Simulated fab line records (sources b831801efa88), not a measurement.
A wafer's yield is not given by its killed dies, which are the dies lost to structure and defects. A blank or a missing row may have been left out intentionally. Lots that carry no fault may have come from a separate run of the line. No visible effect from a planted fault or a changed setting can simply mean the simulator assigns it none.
The same fault as seen by 2 desks ; flow sky130 ; each desk holds nothing but its own numbers, with what lay behind them at the end

## AT THE TOOL OWNER'S DESK: cvd-w-02
The tool's own readings at SKY_LI_CONTACT_CVD_21 (deposits W, target thk 400 nm, time 120.56 s): means of the sampled wafers that have a number, for each lot that ran on this tool. A lot is out of limits, marked OUT, if its mean lies more than 4 standard deviations from the usual mean; the brackets give that distance.
Columns: A = chamber-pressure-Torr at SKY_LI_CONTACT_CVD_21, usual 40.00 Torr; B = heater-power-w at SKY_LI_CONTACT_CVD_21, usual 884 W
lot;first seen here;A;B
L167;day 29 08:47;39.96;1001
L172;day 31 13:54;36.15 (-46) OUT;970
L174;day 31 19:44;36.09 (-47) OUT;982
L183;day 35 02:27;40.07;991
L181;day 35 05:23;40.00;981
L184;day 35 05:44;40.01;965
L185;day 35 09:43;40.01;961
L186;day 36 03:48;40.04;961
L187;day 36 13:42;39.95;975
This desk's finding: out of limits on L172, L174; first on L172, day 31 13:54 (chamber-pressure-Torr at SKY_LI_CONTACT_CVD_21). In limits: L167, L183, L181, L184, L185, L186, L187.

## METROLOGY DESK
Means of the sampled wafers that have a number, per lot and without regard to the tool the lot ran on: this is what the gauges read. A lot is out of limits, marked OUT, if its mean lies more than 4 standard deviations from the usual mean; the brackets give that distance.
Columns: A = LI_CONTACT_BOW at SKY_LI_CONTACT_BOW_MEAS_03, usual 55 um; B = LI_CONTACT_W_RS at SKY_LI_CONTACT_RS_MEAS_22, usual 0.2848 ohm/sq; C = LI_CONTACT_W_THK at SKY_LI_CONTACT_THK_MEAS_23, usual 413 nm; D = cd-nm at SKY_LOCAL_INTERCONNECT_CD_MEAS_11, usual 169.9 nm
lot;first seen here;A;B;C;D
L167;day 28 04:11;60;0.2874;399;172.6
L172;day 30 09:39;53;0.2992 (+5.6) OUT;385;171.3
L174;day 30 15:24;59;0.2972 (+4.8) OUT;399;170.2
L177;day 31 11:23;52;0.2848;414;169.7
L179;day 32 04:53;51;0.2810;420;167.9
L183;day 33 23:19;52;0.2844;417;172.4
L181;day 34 01:43;57;0.2835;416;172.6
L184;day 34 02:13;52;0.2804;425;169.5
L185;day 34 06:00;54;0.2877;397;169.7
L186;day 35 02:20;52;0.2820;423;170.6
L187;day 35 11:06;58;0.2851;409;171.2
L188;day 35 17:31;52;0.2859;409;168.3
This desk's result: L172, L174 out of limits, first on L172 (LI_CONTACT_W_RS at SKY_LI_CONTACT_RS_MEAS_22), day 31 14:01. In limits: L167, L177, L179, L183, L181, L184, L185, L186, L187, L188.

## ALL TOGETHER
The tool owner's desk could have raised an alarm at day 31 13:54, on L172, L174.
L172, L174 would have let the metrology desk raise an alarm at day 31 14:01.
SKY_LI_CONTACT_CVD_21 was run on cvd-w-02 by each of the lots named.

## WHAT THE SIMULATOR PUT IN
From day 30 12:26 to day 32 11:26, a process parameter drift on cvd-w-02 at SKY_LI_CONTACT_CVD_21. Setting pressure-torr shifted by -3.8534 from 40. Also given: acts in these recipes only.
Struck lots among those shown: L172, L174.
Counting hours from when the fault started, the first reading out of limits came at 25 for the tool owner's desk and at 26 for the metrology desk.
